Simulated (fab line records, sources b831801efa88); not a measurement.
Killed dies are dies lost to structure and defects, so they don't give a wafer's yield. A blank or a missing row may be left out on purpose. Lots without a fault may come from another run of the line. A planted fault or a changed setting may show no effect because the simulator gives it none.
fab line records | flow sky130
record lots=5 wafers=15 last_day=51
route steps=708 shown VIA2@515 METAL3@532 CAPM@537 PAD_OPEN@708
lots that met no fault: from a run of the same line without faults
start_h: hours from the record's first day to the start of the lot's first wafer shown | wait_h: hours since the lot's step before | " the same as in the row above | L1.1+2: a row that stands for several wafers | - no value, or no start given | * or withheld: withheld | < > ~ a bound
route shown NAME@n: a module of which the file shows steps, and the number in the route of the first | usual: mean/standard deviation of fault-free wafers | same: alike in all rows | chamber/n: place in a boat | sites: the reading at each site | _std_site: their standard deviation | _edge_site: outer sites' mean less inner sites' | radius_mm: how far each site lies from the wafer's centre | mask NAME#n: copy n | behind: the tool/chamber that last shaped the wafer | hold: why the lot was held/for how many hours/how that ended | device: the transistor (n, p or np) that didn't switch | end of line: the same wafers' tests at the end of the route | a step without rows: its recipe alone | killed: dies lost to structure and defects at the first sort, not the wafer's yield | map: a wafer's dies, x killed, . not, _ none there
set.NAME: the setting as run; set.NAME@STEP: as run at that earlier step | model.NAME: the simulator's own value behind a step, which no gauge read
lots at some steps of the route; a table a step, a row a wafer
services: from which hour (start_h, from the record's first day; less than 0 if before it) a tool's chamber was out of use, for how many hours, and why
## steps
# step SKY_VIA2_SOFTBAKE_08
# recipe temp_c=100 time_s=90 resist=KrF-thick
# step SKY_VIA2_EXPOSE_09
# recipe mask_id=VIM2 na=0.8 source_shape=annular sigma_inner=0.55 sigma_outer=0.85 target_cd_nm=200 dose_mj=38
# step SKY_VIA2_PEB_10
# recipe peb_temp_c=withheld peb_time_s=withheld resist=KrF-thick
# step SKY_VIA2_DEVELOP_11
# recipe develop_time_s=60 resist=KrF-thick dev_temp_c=21
# step SKY_VIA2_CD_MEAS_12
# recipe target_cd_nm=200
# usual cd_nm=199.7/1.5
# columns lot.wafer tool chamber start_h wait_h cd_nm
L454.1 cd_sem-02 - 880.66 - 202.8
L454.3 " - " " 201.5
L454.6 " - " " 202.7
L456.2 cd_sem-01 - 888.43 - 200.9
L456.4 " - " " 200.5
L456.6 " - " " 200.8
L458.1 cd_sem-01 - 911.66 - 200.1
L458.2 " - " " 199.3
L458.3 " - " " 200.0
L463.2 cd_sem-02 - 940.88 - 198.6
L463.3 " - " " 199.0
L463.4 " - " " 198.0
L476.1 cd_sem-01 - 1026.92 - 199.7
L476.3 " - " " 199.5
L476.6 " - " " 199.9
# step SKY_VIA2_OVL_MEAS_13
# usual VIA2_OVL=0/5.8
# columns lot.wafer tool chamber start_h wait_h VIA2_OVL[nm]
L454.1 overlay-02 - 880.78 0.1 12
L454.3 " - " " -1
L454.6 " - " " 10
L456.2 overlay-01 - 888.54 0.1 2
L456.4 " - " " 0
L456.6 " - " " 7
L458.1 overlay-01 - 911.78 0.1 6
L458.2 " - " " 2
L458.3 " - " " -2
L463.2 overlay-02 - 940.98 0.1 0
L463.3 " - " " 2
L463.4 " - " " 3
L476.1 overlay-01 - 1027.04 0.1 -3
L476.3 " - " " -11
L476.6 " - " " -11
# step SKY_VIA2_ETCH_14
# recipe chemistry=N2/H2 target=BARC ion_energy_ev=200 source_w=500 bias_w=100 pressure_mtorr=30 n2_flow_sccm=100 h2_flow_sccm=200 stop_on=SiO2 time_s=45.9 target_depth_a=600
# step SKY_VIA2_ETCH_15
# recipe target=SiO2 chemistry=C4F8/O2/Ar target_depth_nm=546 stop_on=TiN mask_material=KrF-thick source_w=1500 bias_w=1200 pressure_mtorr=40 c4f8_flow_sccm=withheld O2_flow_sccm=6 Ar_flow_sccm=300 time_s=84
# step SKY_VIA2_STRIP_16
# recipe chemistry=O2/N2 power_w=1400 pressure_mtorr=1500 platen_temp_c=withheld o2_flow_sccm=3000 n2_flow_sccm=300 overash_fraction=0.5
# step SKY_VIA2_STRIP_17
# recipe chemistry=post_etch_residue_remover time_s=1200 temp_c=72.5
# step SKY_VIA2_CLEAN_18
# recipe chemistry=IPA time_s=180 temp_c=25
# step SKY_VIA2_CLEAN_19
# recipe chemistry=O3/DIW dry=n2_spin
# step SKY_VIA2_SPUTTER_20
# recipe material=TiN target_thk_nm=20 chamber_pressure_pa=5 power_w=4000 time_s=80
# usual cathode_dc_power_W=3999.9/0.79 throttle_valve_pct=29.8/0.9
# columns lot.wafer tool chamber start_h wait_h cathode_dc_power_W throttle_valve_pct
L454.1 pvd_sputter-01 - 881.54 0.0 4000.9 29.2
L454.3 " - " " 3999.1 28.4
L454.6 " - " " 3999.5 28.3
L456.2 pvd_sputter-03 - 889.31 0.0 4000.6 29.5
L456.4 " - " " 3999.5 30.2
L456.6 " - " " 3999.2 30.0
L458.1 pvd_sputter-04 - 912.54 0.0 3999.7 30.1
L458.2 " - " " 4001.0 30.7
L458.3 " - " " 3999.1 29.3
L463.2 pvd_sputter-03 - 941.75 0.0 4001.0 29.6
L463.3 " - " " 4001.3 30.2
L463.4 " - " " 4000.5 30.6
L476.1 pvd_sputter-04 - 1027.78 0.0 4000.2 30.1
L476.3 " - " " 4000.3 30.8
L476.6 " - " " 3999.8 30.4
# step SKY_VIA2_CVD_21
# recipe material=W target_thk_nm=420 time_s=126.4 temp_c=400 pressure_torr=40
# usual chamber_pressure_Torr=40.00/0.094 heater_power_w=876/77 susceptor_temp_C=400.02/0.22
# columns lot.wafer tool chamber start_h wait_h chamber_pressure_Torr heater_power_w susceptor_temp_C
L454.1 cvd_w-02 0 881.60 0.0 40.10 1047 399.92
L454.3 " 1 " " 40.03 926 400.18
L454.6 " 0 " " 39.99 1051 400.14
L456.2 cvd_w-02 1 889.37 0.0 40.04 946 400.03
L456.4 " 0 " " 40.02 1022 400.22
L456.6 " 0 " " 40.01 1062 400.14
L458.1 cvd_w-01 1 912.60 0.0 39.95 782 400.07
L458.2 " 0 " " 40.00 911 399.78
L458.3 " 1 " " 39.97 793 399.62
L463.2 cvd_w-01 0 941.81 0.0 40.26 880 400.34
L463.3 " 0 " " 40.07 938 400.15
L463.4 " 1 " " 39.95 780 400.06
L476.1 cvd_w-01 1 1027.84 0.0 40.11 803 400.05
L476.3 " 0 " " 40.00 932 400.06
L476.6 " 0 " " 39.96 941 400.10
# step SKY_VIA2_RS_MEAS_22
# recipe thk_meas_gauge=four-point-probe reads=W_of_VIA2_CVD_21+TiN_of_VIA2_SPUTTER_20
# usual VIA2_W_RS=0.2739/0.0026
# columns lot.wafer tool chamber start_h wait_h VIA2_W_RS[ohm/sq]
L454.1 film_metro-03 - 881.73 0.1 0.2722
L454.3 " - " " 0.2720
L454.6 " - " " 0.2712
L456.2 film_metro-02 - 889.52 0.1 0.2737
L456.4 " - " " 0.2696
L456.6 " - " " 0.2713
L458.1 film_metro-04 - 912.73 0.1 0.2747
L458.2 " - " " 0.2758
L458.3 " - " " 0.2759
L463.2 film_metro-03 - 941.96 0.1 0.2749
L463.3 " - " " 0.2765
L463.4 " - " " 0.2702
L476.1 film_metro-04 - 1027.97 0.1 0.2706
L476.3 " - " " 0.2775
L476.6 " - " " 0.2754
# step SKY_VIA2_THK_MEAS_23
# recipe thk_meas_gauge=xrf reads=W_of_VIA2_CVD_21
# usual VIA2_W_THK=396/5.2
# columns lot.wafer tool chamber start_h wait_h VIA2_W_THK[nm]
L454.1 film_metro-03 - 881.85 0.1 398
L454.3 " - " " 402
L454.6 " - " " 399
L456.2 film_metro-02 - 889.63 0.1 394
L456.4 " - " " 399
L456.6 " - " " 397
L458.1 film_metro-04 - 912.85 0.1 393
L458.2 " - " " 389
L458.3 " - " " 389
L463.2 film_metro-03 - 942.07 0.1 396
L463.3 " - " " 394
L463.4 " - " " 400
L476.1 film_metro-04 - 1028.09 0.1 405
L476.3 " - " " 390
L476.6 " - " " 396
# step SKY_VIA2_CMP_24
# recipe stop_on=SiO2 t_overpolish_s=20 down_force_psi=3.5 platen_rpm=60 target_thk_nm=0 pad_velocity_m_s=0.94248
# usual motor_current_A=11.0/1.2 overpolish_run_s=20.000/0.0087 time_to_endpoint_s=102/4.2
# columns lot.wafer tool chamber start_h wait_h motor_current_A overpolish_run_s time_to_endpoint_s
L454.3 cmp-02 1 882.18 0.3 10.3 19.984 102
L454.1 " 3 " " 10.6 20.007 109
L454.6 " 1 " " 10.0 20.002 105
L456.4 cmp-02 2 889.78 0.1 12.3 19.986 106
L456.2 " 3 " " 11.4 19.998 104
L456.6 " 1 " " 10.2 20.002 102
L458.3 cmp-02 2 913.67 0.8 12.7 19.994 96
L458.2 " 0 " " 10.8 19.989 94
L458.1 " 1 " " 10.0 19.999 92
L463.3 cmp-01 3 942.12 0.0 10.9 19.992 102
L463.4 " 1 " " 10.4 19.994 101
L463.2 " 2 " " 11.1 19.994 101
L476.1 cmp-01 1 1028.15 0.1 10.5 20.023 101
L476.3 " 0 " " 8.7 20.006 104
L476.6 " 2 " " 11.4 20.017 105
# step SKY_METAL3_SPUTTER_00
# recipe material=Ti target_thk_nm=15 power_w=3000 time_s=10 chamber_pressure_pa=0.4
# step SKY_METAL3_SPUTTER_01
# recipe material=TiN target_thk_nm=20 power_w=6500 time_s=16.7 chamber_pressure_pa=0.4
# usual cathode_dc_power_W=6500.0/1.3 throttle_valve_pct=30.1/0.67
# columns lot.wafer tool chamber start_h wait_h cathode_dc_power_W throttle_valve_pct
L454.1 pvd_sputter-02 - 882.50 0.0 6500.5 30.2
L454.3 " - " " 6500.1 31.0
L454.6 " - " " 6498.6 30.2
L456.2 pvd_sputter-02 - 890.00 0.0 6499.8 30.5
L456.4 " - " " 6501.5 29.7
L456.6 " - " " 6500.3 30.3
L458.1 pvd_sputter-03 - 913.99 0.0 6502.1 31.2
L458.2 " - " " 6499.8 30.3
L458.3 " - " " 6498.9 29.8
L463.2 pvd_sputter-02 - 942.44 0.0 6499.7 30.2
L463.3 " - " " 6498.8 30.0
L463.4 " - " " 6499.9 30.9
L476.1 pvd_sputter-02 - 1028.48 0.0 6500.2 29.9
L476.3 " - " " 6500.9 30.3
L476.6 " - " " 6499.7 30.0
# step SKY_METAL3_SPUTTER_02
# recipe material=AlCu target_thk_nm=735 power_w=10600 time_s=39.1 chamber_pressure_pa=0.4
# step SKY_METAL3_SPUTTER_03
# recipe material=Ti target_thk_nm=5 power_w=3000 time_s=3.2 chamber_pressure_pa=0.4
# step SKY_METAL3_SPUTTER_04
# recipe material=TiN target_thk_nm=70 power_w=6500 time_s=58.3 chamber_pressure_pa=0.4
# step SKY_CAPM_CVD_00
# recipe material=SiO2 target_thk_nm=15.5 temp_c=400 time_s=withheld rf_w=450
# step SKY_CAPM_THK_MEAS_01
# recipe reads=SiO2_of_CAPM_CVD_00
# usual CAPM_CVD_00_THK=15.56/0.25
# columns lot.wafer tool chamber start_h wait_h CAPM_CVD_00_THK[nm]
L454.1 film_metro-01 - 882.66 - 15.27
L454.3 " - " " 15.42
L454.6 " - " " 15.61
L456.2 film_metro-01 - 890.16 - 15.22
L456.4 " - " " 15.84
L456.6 " - " " 15.68
L458.1 film_metro-03 - 914.15 - 15.13
L458.2 " - " " 15.43
L458.3 " - " " 15.40
L463.2 film_metro-01 - 942.61 - 15.20
L463.3 " - " " 15.25
L463.4 " - " " 15.69
L476.1 film_metro-03 - 1028.63 - 15.90
L476.3 " - " " 15.58
L476.6 " - " " 15.93
# step SKY_CAPM_SPUTTER_02
# recipe material=TiN target_thk_nm=200 temp_c=300 power_w=6500 time_s=166.7 chamber_pressure_pa=0.4
# usual cathode_dc_power_W=6499.9/1.2 susceptor_temp_C=300.00/0.18 throttle_valve_pct=29.8/0.96
# columns lot.wafer tool chamber start_h wait_h cathode_dc_power_W susceptor_temp_C throttle_valve_pct
L454.1 pvd_sputter-01 - 882.72 0.1 6499.0 299.61 31.1
L454.3 " - " " 6500.3 299.76 28.5
L454.6 " - " " 6500.2 299.49 28.1
L456.2 pvd_sputter-03 - 890.21 0.0 6500.9 299.89 30.5
L456.4 " - " " 6497.8 299.86 30.8
L456.6 " - " " 6500.5 299.87 29.5
L458.1 pvd_sputter-02 - 914.21 0.1 6500.4 300.17 30.8
L458.2 " - " " 6497.2 299.95 29.9
L458.3 " - " " 6500.0 300.06 29.9
L463.2 pvd_sputter-01 - 942.66 0.0 6498.8 300.10 31.5
L463.3 " - " " 6500.1 299.75 28.9
L463.4 " - " " 6499.8 300.48 28.7
L476.1 pvd_sputter-03 - 1028.69 0.1 6500.7 300.09 30.0
L476.3 " - " " 6498.5 300.10 30.2
L476.6 " - " " 6500.1 300.01 30.7
# step SKY_CAPM_RS_MEAS_03
# recipe thk_meas_gauge=four-point-probe reads=TiN_of_CAPM_SPUTTER_02
# usual CAPM_TIN_RS=6.94/0.064
# columns lot.wafer tool chamber start_h wait_h CAPM_TIN_RS[ohm/sq]
L454.1 film_metro-03 - 882.82 0.1 6.98
L454.3 " - " " 6.99
L454.6 " - " " 6.97
L456.2 film_metro-02 - 890.34 0.1 6.95
L456.4 " - " " 6.98
L456.6 " - " " 7.02
L458.1 film_metro-03 - 914.32 0.1 6.83
L458.2 " - " " 6.82
L458.3 " - " " 6.95
L463.2 film_metro-03 - 942.90 0.1 7.05
L463.3 " - " " 7.02
L463.4 " - " " 6.98
L476.1 film_metro-01 - 1028.80 0.1 6.89
L476.3 " - " " 6.86
L476.6 " - " " 6.93
# step SKY_CAPM_THK_MEAS_04
# recipe thk_meas_gauge=xrf reads=TiN_of_CAPM_SPUTTER_02
# usual CAPM_TIN_THK=200.0/1.9
# columns lot.wafer tool chamber start_h wait_h CAPM_TIN_THK[nm]
L454.1 film_metro-03 - 882.94 0.1 199.2
L454.3 " - " " 200.4
L454.6 " - " " 198.6
L456.2 film_metro-02 - 890.45 0.1 199.9
L456.4 " - " " 199.2
L456.6 " - " " 197.3
L458.1 film_metro-03 - 914.44 0.1 202.1
L458.2 " - " " 201.5
L458.3 " - " " 198.2
L463.2 film_metro-03 - 943.01 0.1 195.3
L463.3 " - " " 196.6
L463.4 " - " " 197.6
L476.1 film_metro-01 - 1028.92 0.1 201.5
L476.3 " - " " 203.1
L476.6 " - " " 200.6
# step SKY_CAPM_DEHYDRATE_05
# recipe temp_c=200 time_s=60
# step SKY_CAPM_HMDS_06
# recipe prime_time_s=60 prime_temp_c=120
# step SKY_CAPM_COAT_07
# recipe resist=NOVOLAK spin_rpm=3000 resist_thk_nm=1140
# step SKY_CAPM_SOFTBAKE_08
# recipe temp_c=90 time_s=60 resist=NOVOLAK
# step SKY_CAPM_EXPOSE_09
# recipe mask_id=CAPM na=0.6 source_shape=conventional sigma_outer=0.6 polarization=unpolarized target_cd_nm=1000 dose_mj=159
# step SKY_CAPM_PEB_10
# recipe temp_c=withheld time_s=* resist=NOVOLAK
# step SKY_CAPM_DEVELOP_11
# recipe resist=NOVOLAK developer=TMAH develop_time_s=60 dev_temp_c=23
# step SKY_CAPM_OVL_MEAS_12
# usual CAPM_OVL=1.2/1.3
# columns lot.wafer tool chamber start_h wait_h CAPM_OVL[nm]
L454.1 overlay-02 - 909.19 0.1 2.6
L454.3 " - " " 1.9
L454.6 " - " " 1.3
L456.2 overlay-01 - 915.71 0.1 0.1
L456.4 " - " " -0.1
L456.6 " - " " -0.3
L458.1 overlay-01 - 939.74 0.1 0.4
L458.2 " - " " 0.9
L458.3 " - " " 1.3
L463.2 overlay-02 - 968.16 0.1 0.4
L463.3 " - " " 2.4
L463.4 " - " " 1.6
L476.1 overlay-01 - 1051.27 0.1 2.4
L476.3 " - " " 2.9
L476.6 " - " " 3.0
# step SKY_CAPM_METAL_ETCH_13
# recipe target_depth_nm=220 stop_on=SiO2 chemistry=Cl2/BCl3 target=TiN pressure_mtorr=10 icp_w=900 bias_w=48.5 Cl2_flow_sccm=60 bcl3_flow_sccm=30 time_s=62.9
# step SKY_CAPM_STRIP_14
# recipe chemistry=O2/N2 power_w=1400 pressure_mtorr=1500 platen_temp_c=withheld o2_flow_sccm=3070 n2_flow_sccm=300 overash_fraction=0.5
# usual drypump_motor_current_A=5.72/0.28 oes_product_au=0.711/0.005 strip_time_to_endpoint_s=12.66/0.05
# columns lot.wafer tool chamber start_h wait_h drypump_motor_current_A oes_product_au rf_hours_counter_h strip_time_to_endpoint_s
L454.1 plasma_asher-03 0 909.31 0.1 5.85 0.708 50 12.71
L454.3 " 0 " " 5.86 0.707 - 12.77
L454.6 " 0 " " 5.86 0.723 - 12.74
L456.2 plasma_asher-02 1 915.82 0.1 5.73 0.715 109 12.57
L456.4 " 0 " " 5.95 0.709 - 12.58
L456.6 " 1 " " 5.72 0.719 - 12.65
L458.1 plasma_asher-02 0 939.86 0.1 5.95 0.701 112 12.61
L458.2 " 1 " " 5.75 0.709 112 12.73
L458.3 " 1 " " 5.77 0.707 - 12.71
L463.2 plasma_asher-04 1 968.27 0.1 5.79 0.705 86 12.63
L463.3 " 1 " " 5.79 0.723 - 12.67
L463.4 " 0 " " 6.01 0.714 - 12.66
L476.1 plasma_asher-02 1 1051.38 0.1 5.76 0.701 122 12.64
L476.3 " 0 " " 5.93 0.715 - 12.60
L476.6 " 0 " " 5.97 0.709 - 12.57
# step SKY_CAPM_STRIP_15
# recipe chemistry=post_etch_residue_remover time_s=1200 temp_c=72.5
# step SKY_CAPM_CLEAN_16
# recipe chemistry=IPA time_s=180 temp_c=25
# step SKY_CAPM_CLEAN_17
# recipe chemistry=O3/DIW dry=n2_spin
# step SKY_METAL3_DEHYDRATE_05
# recipe temp_c=200 time_s=60
# step SKY_METAL3_HMDS_06
# recipe prime_time_s=60 prime_temp_c=120
# step SKY_PAD_OPEN_PROBE_99
# usual defect_limited_yield=82.8/2 killed_at_M0_to_M3=43/6.8 killed_at_M4_up=3.3/1.9 killed_at_contacts=24/5.3 killed_at_front_end=14/4.3 killed_at_other=0.3/0.62 killed_dies=85/9.8 killed_open=46/8 killed_short=39/5.9 sort_bin_3_pad_short=0.8/0.39 sort_bin_5_function=10.2/1.5 sort_bin_6_memory=6.2/1.2 sort_n_pass=407/9.8 sort_yield_pct=82.8/2
# same gross_dies=492 killed_at_back_side=0 sort_bin_4_leakage[%]=0 sort_bin_8_speed[%]=0
# columns lot.wafer tool chamber start_h wait_h defect_limited_yield[%] killed_at_M0_to_M3 killed_at_M4_up killed_at_contacts killed_at_front_end killed_at_other killed_dies killed_open killed_short sort_bin_3_pad_short[%] sort_bin_5_function[%] sort_bin_6_memory[%] sort_n_pass sort_yield_pct[%] model.etest.tester.sort_n_pass model.etest.tester.sort_yield_pct model.etest.tester.sort_bin_5_pct model.etest.tester.sort_bin_3_pct
L454.1 prober-01 - 1110.00 0.1 83.9 45 1 21 12 0 79 31 48 0.6 7.5 7.9 413 83.9 413 83.94 7.52 0.6098
L454.3 prober-01 - 1110.10 0.2 82.7 44 0 24 17 0 85 52 33 0.8 12.4 4.1 407 82.7 407 82.72 12.4 0.813
L454.6 prober-01 - 1110.25 0.2 80.9 46 4 24 20 0 94 55 39 0.6 12.8 5.7 398 80.9 398 80.89 12.8 0.6098
L456.2 prober-01 - 1115.24 0.1 80.1 43 5 37 13 0 98 63 35 0.8 13.2 5.9 394 80.1 394 80.08 13.21 0.813
L456.4 prober-01 - 1115.34 0.2 82.9 43 2 28 10 1 84 48 36 2.2 7.9 6.9 408 82.9 408 82.93 7.927 2.236
L456.6 prober-01 - 1115.44 0.2 83.9 38 3 26 12 0 79 41 38 0.8 11.4 3.9 413 83.9 413 83.94 11.38 0.813
L458.1 prober-01 - 1134.21 0.1 86.4 36 3 22 6 0 67 40 27 0.4 8.9 4.3 425 86.4 425 86.38 8.943 0.4065
L458.2 prober-01 - 1134.26 0.1 85.8 42 1 21 6 0 70 35 35 1.0 8.1 5.1 422 85.8 422 85.77 8.13 1.016
L458.3 prober-01 - 1134.31 0.2 81.9 42 5 30 12 0 89 50 39 1.2 9.3 7.5 403 81.9 403 81.91 9.35 1.22
L463.2 prober-02 - 1156.48 0.1 80.9 54 1 17 22 0 94 55 39 0.6 12.8 5.7 398 80.9 398 80.89 12.8 0.6098
L463.3 prober-02 - 1156.53 0.2 83.1 37 6 25 14 1 83 47 36 0.6 9.3 6.9 409 83.1 409 83.13 9.35 0.6098
L463.4 prober-02 - 1156.58 0.2 75.4 86 0 21 14 0 121 53 38 2.8 15.7 6.1 371 75.4 371 75.41 15.65 2.846
L476.1 prober-01 - 1220.17 0.1 84.3 34 4 20 19 0 77 38 39 0.8 8.3 6.5 415 84.3 415 84.35 8.333 0.813
L476.3 prober-01 - 1220.27 0.2 86.4 38 3 17 9 0 67 36 31 0.8 8.1 4.7 425 86.4 425 86.38 8.13 0.813
L476.6 prober-01 - 1220.42 0.2 85.6 40 4 16 11 0 71 36 35 1.4 7.9 5.1 421 85.6 421 85.57 7.927 1.423
# killed by level:class
L454.1 VIA1:geometric_particle:open=10 CONTACT:geometric_particle:open=8 VIA2:geometric_particle:open=7 VIA3:geometric_particle:short=6 LOCAL_INTERCONNECT:geometric_particle:short=6 VIA1:geometric_particle:short=6 METAL2:geometric_particle:short=6 POLY_GATE:geometric_particle:short=5
L454.3 VIA1:geometric_particle:open=11 VIA2:geometric_particle:open=10 CONTACT:geometric_particle:open=9 CONTACT:geometric_particle:short=8 VIA3:geometric_particle:open=6 METAL3:geometric_particle:short=5 FIELD_ISO:geometric_particle:open=4 POLY_GATE:geometric_particle:open=4
L454.6 POLY_GATE:geometric_particle:open=8 CONTACT:geometric_particle:open=8 VIA3:geometric_particle:open=8 VIA1:geometric_particle:open=7 FIELD_ISO:geometric_particle:open=5 METAL1:geometric_particle:short=5 VIA3:geometric_particle:short=5 VIA2:geometric_particle:open=5
L456.2 CONTACT:geometric_particle:open=17 VIA1:geometric_particle:open=16 LI_CONTACT:geometric_particle:open=7 VIA2:geometric_particle:open=6 CONTACT:geometric_particle:short=5 VIA3:geometric_particle:open=5 FIELD_ISO:geometric_particle:open=4 LOCAL_INTERCONNECT:geometric_particle:short=4
L456.4 CONTACT:geometric_particle:open=12 VIA1:geometric_particle:open=12 LI_CONTACT:geometric_particle:open=7 VIA2:geometric_particle:open=7 FIELD_ISO:geometric_particle:short=5 VIA1:geometric_particle:short=4 VIA2:geometric_particle:short=4 METAL3:geometric_particle:short=3
L456.6 VIA1:geometric_particle:open=10 CONTACT:geometric_particle:open=9 LOCAL_INTERCONNECT:geometric_particle:short=7 METAL2:geometric_particle:short=6 METAL1:geometric_particle:short=5 VIA2:geometric_particle:open=5 LI_CONTACT:geometric_particle:open=4 METAL1:geometric_particle:open=4
L458.1 VIA1:geometric_particle:open=13 LI_CONTACT:geometric_particle:open=9 CONTACT:geometric_particle:open=5 VIA3:geometric_particle:short=5 CONTACT:geometric_particle:short=4 METAL1:geometric_particle:short=4 VIA2:geometric_particle:open=4 VIA2:geometric_particle:short=3
L458.2 VIA1:geometric_particle:open=13 METAL1:geometric_particle:short=7 CONTACT:geometric_particle:open=7 METAL2:geometric_particle:short=6 VIA1:geometric_particle:short=5 VIA2:geometric_particle:open=5 CONTACT:geometric_particle:short=4 LI_CONTACT:geometric_particle:short=3
L458.3 VIA1:geometric_particle:open=11 LI_CONTACT:geometric_particle:open=10 VIA3:geometric_particle:open=8 CONTACT:geometric_particle:short=7 LOCAL_INTERCONNECT:geometric_particle:short=5 METAL2:geometric_particle:short=5 LI_CONTACT:geometric_particle:short=4 POLY_GATE:geometric_particle:short=4
L463.2 VIA3:geometric_particle:open=12 VIA1:geometric_particle:open=10 VIA2:geometric_particle:open=8 CONTACT:geometric_particle:open=7 POLY_GATE:geometric_particle:short=7 METAL2:geometric_particle:short=6 METAL3:geometric_particle:short=6 POLY_GATE:geometric_particle:open=5
L463.3 VIA1:geometric_particle:open=8 LI_CONTACT:geometric_particle:open=7 VIA3:geometric_particle:open=7 CONTACT:geometric_particle:short=6 CONTACT:geometric_particle:open=6 POLY_GATE:geometric_particle:open=5 VIA1:geometric_particle:short=5 METAL3:geometric_particle:short=5
L463.4 VIA2:unspecified=30 VIA1:geometric_particle:open=20 VIA3:geometric_particle:open=7 CONTACT:geometric_particle:open=6 LI_CONTACT:geometric_particle:open=6 VIA1:geometric_particle:short=6 POLY_GATE:geometric_particle:short=5 POLY_GATE:geometric_particle:open=5
L476.1 CONTACT:geometric_particle:open=9 VIA1:geometric_particle:open=8 POLY_GATE:geometric_particle:short=7 METAL1:geometric_particle:short=7 LI_CONTACT:geometric_particle:open=4 POLY_GATE:geometric_particle:open=4 SPACER:geometric_particle:short=4 VIA3:geometric_particle:open=3
L476.3 VIA1:geometric_particle:open=9 METAL1:geometric_particle:short=6 LOCAL_INTERCONNECT:geometric_particle:short=5 CONTACT:geometric_particle:open=5 POLY_GATE:geometric_particle:open=4 LI_CONTACT:geometric_particle:open=4 VIA2:geometric_particle:open=4 METAL2:geometric_particle:short=4
L476.6 VIA1:geometric_particle:open=9 CONTACT:geometric_particle:open=7 METAL1:geometric_particle:short=7 FIELD_ISO:geometric_particle:short=6 VIA3:geometric_particle:open=6 VIA2:geometric_particle:open=5 CONTACT:geometric_particle:short=4 METAL2:geometric_particle:short=4
# map L463.4 (x killed, . not)
__________.......x.._________
________.............._______
______............x....._____
_____..x...x....x........____
____..........xx....x..x..___
___.x.......xx.............__
__..........x.xx.........x.._
_.........x..................
_x....xx.........x..xx.x.....
_.xxxx...x.x.......x..x.....x
_...xx......xx....x....x.x...
_.........x.....x.xxxx...x.x.
_.x...x.x...xxx..xx..x....x..
_x.x...x.........x....x......
_................x......x.x.x
__.............x..x.xx.....x_
___.........xxx.xx...x...x.__
____x.....x...xxx.xx.x...x___
_____.........xxx.xxxxx..____
______x......xx.xxxxxxx._____
________..x...xxxxxxxx_______
__________....xxxxxx_________
# map L456.2 (x killed, . not)
__________x...x..x.._________
________.........x...._______
______...xx.......xx.x.._____
_____.....xx.x..x...x..x.____
____.x...x..xx.x.x.x....x.___
___x..x....x.x......x......__
__.............x..x.....x..._
_..x.............x.x..x......
_..x..x..x...x.x.........x...
_x.x...x........x............
_.......................x..x.
_..............x.....xx......
_xx..x..x........x...........
_x...x.......x..xxxxx..xxx..x
_.........x..x..x.......xx...
__..x.......x...x..xx......._
___.xx.....xx..x...........__
____..x..x....x.x....x..x.___
_____.......x............____
______.x..........x....._____
________xx.x......xxx._______
__________.x........_________
## services
# columns tool chamber start_h hours kind
pvd_sputter-02 - 863.18 4.3 repair
cmp-02 - 864.95 0.7 repair
cvd_w-02 1 869.81 5.5 repair
plasma_asher-02 - 880.79 18.3 repair
cmp-01 - 881.07 3.2 repair
plasma_asher-02 - 891.27 2.8 repair
cvd_w-02 - 904.00 14.0 pm
plasma_asher-03 - 908.00 0.4 repair
cmp-01 - 912.25 4.0 pm
cmp-02 - 916.84 1.1 repair
plasma_asher-04 - 923.14 3.5 repair
pvd_sputter-02 3 931.91 - consumable_replace:kit
pvd_sputter-02 3 931.91 18.0 scheduled_down
cmp-01 - 958.86 54.0 repair
plasma_asher-02 - 963.28 2.8 pm
cmp-01 - 990.65 1.9 repair
cmp-02 - 990.74 0.5 repair
pvd_sputter-03 - 991.61 0.9 repair
pvd_sputter-01 - 999.56 1.9 repair
cmp-01 - 1005.47 5.3 repair
plasma_asher-04 - 1014.03 1.7 repair
cmp-02 - 1026.96 4.4 pm
cmp-01 - 1032.28 0.5 repair
pvd_sputter-03 - 1041.60 7.9 repair
## key
first_sign step=SKY_PAD_OPEN_PROBE_99 reading=killed_at_M0_to_M3 direction=up sigmas=6.4 usual=43 struck=86
effect step=SKY_PAD_OPEN_PROBE_99 reading=sort_bin_3_pad_short direction=up sigmas=5.2 usual=0.8 struck=2.8
model_effect step=SKY_PAD_OPEN_PROBE_99 value=etest.tester.sort_n_pass without=398 struck=371
met_at SKY_VIA2_SPUTTER_20
struck_wafers L463.4
fault kind=chamber_particle_source tool=pvd_sputter-03 chamber=- onset_h=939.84 steps=SKY_VIA2_SPUTTER_20 rate_per_visit_cm2=0.82543 end_h=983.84 scope=struck_wafers_only
